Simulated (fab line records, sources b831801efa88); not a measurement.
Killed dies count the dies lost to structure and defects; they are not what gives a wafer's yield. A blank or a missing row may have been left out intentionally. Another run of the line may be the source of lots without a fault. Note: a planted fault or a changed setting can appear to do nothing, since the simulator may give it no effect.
Comparing a struck lot with a sound one + flow sky130 + 21 out of 708 route steps
Sound: wafers L631.1, L631.3, L631.4. Struck: wafer L646.5. (L646.3, L646.6 of the same lot were not struck and are left out.) The cause comes at the end.
Order at every step that has rows: each side's tool, ch and its chambers, its first start. Under that, the readings that differ: sound wafers + struck wafers + difference of the means + sigmas: that difference in standard deviations of wafers without a fault.
alike: readings whose means differ by less than 2 such deviations, and words and numbers that are the same on both sides. not compared: withheld readings, readings that some wafer has no value for, bounds like >300 that may hide the same value, and numbers for which the record gives no deviation and whose values overlap.
The two part at a step that has a row with sigmas, a row that says differs or no value, or rows on one side only. Non-overlapping numbers with no deviation appear without sigmas and do not part them. A reading missing from all wafers of one side parts the sides only when that side holds two or more wafers.

first, 4 steps without rows for these wafers: SKY_METAL3_STRIP_20 (strips in post etch residue remover, time 1200 s); SKY_METAL3_CLEAN_21 (cleans in IPA, time 180 s); SKY_METAL3_CLEAN_22 (cleans in O3/DIW); SKY_VIA3_HDPCVD_00 (deposits SiO2, target thk 1635 nm, time 272.5 s).
SKY_VIA3_THK_MEAS_01:
  sound: film_metro-03 at day 39 19:46; struck: film_metro-02 at day 43 23:41
  alike: VIA3_HDPCVD_THK
SKY_VIA3_CMP_02: polishes SiO2.
  sound on cmp-02 ch 0,1,3, day 39 19:52; struck on cmp-02 ch 2, day 43 23:49
  alike: motor_current_A, platen_rpm, slurry_filter_dp_kPa
SKY_VIA3_BOW_MEAS_03:
  sound: film_metro-03 at day 39 20:10; struck: film_metro-01 at day 44 00:04
  alike: VIA3_BOW
then, 5 steps without rows for these wafers: SKY_VIA3_DEHYDRATE_04 (time 60 s); SKY_VIA3_HMDS_05 (prime time 60 s); SKY_VIA3_COAT_06 (resist thk 60 nm); SKY_VIA3_COAT_07 (resist thk 450 nm); SKY_VIA3_SOFTBAKE_08 (time 90 s).
SKY_VIA3_EXPOSE_09: exposes mask VIM3, target cd 200 nm.
  sound on krf_scanner-01 ch 0, day 40 08:08; struck on krf_scanner-01 ch 0, day 44 11:27
  alike: mask
then, 2 steps without rows for these wafers: SKY_VIA3_PEB_10; SKY_VIA3_DEVELOP_11 (develop time 60 s).
SKY_VIA3_CD_MEAS_12 targets a cd of 200 nm.
  sound: cd_sem-02 at day 40 21:08; struck: cd_sem-01 at day 44 23:44
| reading    | sound             | struck | difference | sigmas |
|------------|-------------------|--------|------------|--------|
| cd_nm (nm) | 199.4 198.6 198.4 | 101.5  | -97.3      | -70    |
  not compared: hold
SKY_VIA3_OVL_MEAS_13:
  sound: overlay-01 at day 40 21:16; struck: overlay-02 at day 45 02:25
| reading | sound | struck                   | difference                   | sigmas |
|---------|-------|--------------------------|------------------------------|--------|
| hold    | - - - | await_dispo/2.6h/release | no value on the sound wafers |        |
  alike: VIA3_OVL
SKY_VIA3_ETCH_14: etches BARC in N2/H2, stops on SiO2, time 45.9 s, target depth 60 nm.
  sound on rie_diel-04 ch 0,1,2, day 40 21:18; struck on rie_diel-03 ch 2, day 45 02:26
| reading               | sound             | struck | difference | sigmas |
|-----------------------|-------------------|--------|------------|--------|
| model.VIA3.cd_nm (nm) | 198.5 198.1 197.8 | 101.2  | -96.9      |        |
  alike: drypump_motor_current_A, h2_flow_sccm, oes_product_au, throttle_valve_pct
  not compared: rf_hours_counter_h
SKY_VIA3_ETCH_15: etches SiO2 in C4F8/O2/Ar, stops on TiN, target depth 507 nm, time 78 s.
  sound on rie_diel-04 ch 0,1,2, day 40 21:20; struck on rie_diel-03 ch 2, day 45 02:29
| reading               | sound             | struck | difference | sigmas |
|-----------------------|-------------------|--------|------------|--------|
| model.VIA3.cd_nm (nm) | 199.6 202.4 197.7 | 106.9  | -93.0      |        |
  alike: oes_product_au
SKY_VIA3_STRIP_16: strips in O2/N2.
  sound on plasma_asher-04 ch 0,1, day 40 21:24; struck on plasma_asher-01 ch 0, day 45 02:37
| reading               | sound             | struck | difference | sigmas |
|-----------------------|-------------------|--------|------------|--------|
| oes_product_au (a.u.) | 0.395 0.399 0.401 | 0.407  | +0.009     | +2     |
  alike: drypump_motor_current_A, o2_flow_sccm, strip_time_to_endpoint_s
  not compared: rf_hours_counter_h
-- the record jumps here: 5 days lie between the struck wafers' starts before and after (it left off in module VIA3 and takes up again in module PAD_OPEN, whose first step shown is number 708 of the route) --
SKY_PAD_OPEN_PROBE_99:
  sound: prober-01 at day 47 01:29; struck: prober-01 at day 50 08:56
| reading                  | sound          | struck                   | difference                   | sigmas |
|--------------------------|----------------|--------------------------|------------------------------|--------|
| hold                     | - - -          | await_dispo/3.7h/release | no value on the sound wafers |        |
| defect_limited_yield (%) | 81.9 83.5 84.1 | 0                        | -83                          | -46    |
| killed_at_M0_to_M3       | 49 33 35       | 444                      | +405                         | +59    |
| killed_dies              | 89 81 78       | 492                      | +409                         | +46    |
| killed_on_rim            | 18 10 12       | 96                       | +83                          | +23    |
| sort_bin_5_function (%)  | 9.3 9.6 9.1    | 94.3                     | +85.0                        | +61    |
| sort_n_pass              | 403 411 414    | 0                        | -409                         | -46    |
| sort_yield_pct (%)       | 81.9 83.5 84.1 | 0                        | -83                          | -46    |
  alike: killed_at_M4_up, killed_at_contacts, killed_at_front_end, killed_at_other, killed_open, killed_short, sort_bin_3_pad_short, sort_bin_6_memory

WHERE THEY PART
At SKY_VIA3_CD_MEAS_12 first; at SKY_PAD_OPEN_PROBE_99 last (within this record only).

WHY: whatever the simulator had introduced
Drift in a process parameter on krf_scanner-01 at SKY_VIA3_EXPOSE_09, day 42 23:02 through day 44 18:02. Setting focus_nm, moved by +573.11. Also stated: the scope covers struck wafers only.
